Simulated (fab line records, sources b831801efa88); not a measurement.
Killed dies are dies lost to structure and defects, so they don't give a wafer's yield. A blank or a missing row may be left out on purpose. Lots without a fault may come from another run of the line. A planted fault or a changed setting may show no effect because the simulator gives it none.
Which tool did it? | flow gf180mcu | 13 lots, 39 wafers sampled, at 3 steps of a route of 602

WHAT THE GAUGES READ, wafer by wafer
GF_VT_IMPLANT_TW_MEAS_43. Usual: VT_IMPLANT_4_TW 695, standard deviation 3.3.
lot  | measured     | on            | VT_IMPLANT_4_TW | flag
L340 | day 8 10:59  | film_metro-01 | 693 695 691     |
L342 | day 9 00:43  | film_metro-02 | 692 695 694     |
L344 | day 9 12:08  | film_metro-02 | 699 696 695     |
L345 | day 9 19:22  | film_metro-01 | 694 692 693     |
L346 | day 10 02:27 | film_metro-02 | 695 690 689     |
L347 | day 10 06:14 | film_metro-04 | 695 697 696     |
L348 | day 10 12:37 | film_metro-02 | 693 696 689     |
L349 | day 10 17:56 | film_metro-02 | 691 697 690     |
L353 | day 11 19:37 | film_metro-01 | 698 695 696     |
L356 | day 12 15:24 | film_metro-01 | 1112 1103 1103  | OFF
L357 | day 12 18:14 | film_metro-02 | 1107 1102 1104  | OFF
L359 | day 13 10:02 | film_metro-04 | 700 699 699     |
L360 | day 13 16:53 | film_metro-02 | 694 700 697     |

GF_NSD_TW_MEAS_12. Usual: NSD_TW 4277, standard deviation 23.
lot  | measured     | on            | NSD_TW         | flag
L340 | day 14 14:56 | film_metro-01 | 4270 4288 4273 |
L342 | day 15 11:02 | film_metro-02 | 4296 4282 4281 |
L344 | day 16 02:10 | film_metro-02 | 4301 4288 4304 |
L345 | day 16 18:18 | film_metro-01 | 4263 4262 4258 |
L346 | day 16 18:58 | film_metro-04 | 4257 4262 4262 |
L347 | day 16 18:38 | film_metro-01 | 4227 4254 4265 |
L348 | day 17 10:18 | film_metro-02 | 4274 4257 4246 |
L349 | day 17 11:12 | film_metro-04 | 4261 4257 4263 |
L353 | day 18 22:10 | film_metro-01 | 4249 4269 4262 |
L356 | day 20 03:34 | film_metro-04 | 4276 4277 4278 |
L357 | day 19 23:48 | film_metro-04 | 4304 4309 4329 |
L359 | day 20 19:01 | film_metro-01 | 4233 4266 4254 |
L360 | day 20 19:37 | film_metro-04 | 4301 4282 4289 |

WHICH TOOL RAN EACH LOT (tool, then ch and the chambers of the sampled wafers, then the start)
lot  | GF_VT_IMPLANT_IMPLANT_41
L340 | implanter-04 ch 0, day 8 10:44
L342 | implanter-02 ch 0, day 9 00:28
L344 | implanter-03 ch 0, day 9 11:55
L345 | implanter-02 ch 0, day 9 19:07
L346 | implanter-03 ch 0, day 10 02:14
L347 | implanter-03 ch 0, day 10 05:59
L348 | implanter-02 ch 0, day 10 12:22
L349 | implanter-04 ch 0, day 10 17:39
L353 | implanter-02 ch 0, day 11 19:25
L356 | implanter-03 ch 0, day 12 15:11
L357 | implanter-03 ch 0, day 12 18:00
L359 | implanter-02 ch 0, day 13 09:48
L360 | implanter-04 ch 0, day 13 16:39
- GF_VT_IMPLANT_IMPLANT_41

WHAT THE TOOLS THEMSELVES READ (means of the sampled wafers that have a number; where no wafer has one, the mark that the record gives instead)
GF_VT_IMPLANT_IMPLANT_41. Usual: beam_energy_keV 70.001, standard deviation 0.022; dose_ions_cm2 1.0129e+12, standard deviation 1.1e+09; faraday_current_uA 5.71, standard deviation 0.11.
lot  | tool         | beam_energy_keV | dose_ions_cm2 | faraday_current_uA | flag
L340 | implanter-04 | 69.996          | 1.0135e+12    | 5.81               |
L342 | implanter-02 | 69.987          | 1.0128e+12    | 5.83               |
L344 | implanter-03 | 70.032          | 1.0135e+12    | 5.61               |
L345 | implanter-02 | 70.017          | 1.0126e+12    | 5.72               |
L346 | implanter-03 | 70.010          | 1.0125e+12    | 5.76               |
L347 | implanter-03 | 70.012          | 1.0133e+12    | 5.64               |
L348 | implanter-02 | 70.001          | 1.0117e+12    | 5.68               |
L349 | implanter-04 | 69.987          | 1.0129e+12    | 5.80               |
L353 | implanter-02 | 69.963          | 1.0136e+12    | 5.65               |
L356 | implanter-03 | 69.992          | 4.4152e+12    | 24.70              | OFF
L357 | implanter-03 | 69.988          | 4.4143e+12    | 24.38              | OFF
L359 | implanter-02 | 70.034          | 1.0122e+12    | 5.57               |
L360 | implanter-04 | 69.994          | 1.0119e+12    | 5.67               |

THE ANSWER, worked out from the rows above alone
Rule: a lot is off if the mean of its wafers that have a number lies more than 3 standard deviations from the usual mean. A lot without any number at a reading at which 4 lots or more have one is off too. The other lots that the step has rows for count as sound. The gauges are gone through in route order, then the tools' own readings, and for those a lot's mean is taken as printed above. The first step at which some lot is off is used, and at that step the reading that is off furthest; a lot without a number counts as furthest.
Off: L356, L357, at GF_VT_IMPLANT_TW_MEAS_43 (VT_IMPLANT_4_TW).
A tool fits if, at a process step before that reading, it ran every lot that is off, and no sound lot after the first of them. The gauges at GF_VT_IMPLANT_TW_MEAS_43 aren't tried: what is off there is off at GF_VT_IMPLANT_IMPLANT_41 too, on other tools, and a gauge's error can't cause that. One fits: implanter-03 at GF_VT_IMPLANT_IMPLANT_41. Its last sound lot is L347 (day 10 05:59), its first lot that is off L356 (day 12 15:11): a fault that began between those two fits.
The tool's own readings at GF_VT_IMPLANT_IMPLANT_41 bear it out: on the lots that are off they differ by more than 5 times the standard deviation of the sound lots' means. dose_ions_cm2 reads 4.4148e+12 there against 1.0128e+12 on the sound lots; faraday_current_uA reads 24.54 there against 5.70 on the sound lots.

WHAT THE SIMULATOR HAD PUT IN
Process parameter drift: implanter-03, from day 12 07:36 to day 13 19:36, at GF_VT_IMPLANT_IMPLANT_41. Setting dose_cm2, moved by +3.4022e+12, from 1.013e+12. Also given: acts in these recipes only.
Lots struck among those shown: L356, L357. The rule above found the same.
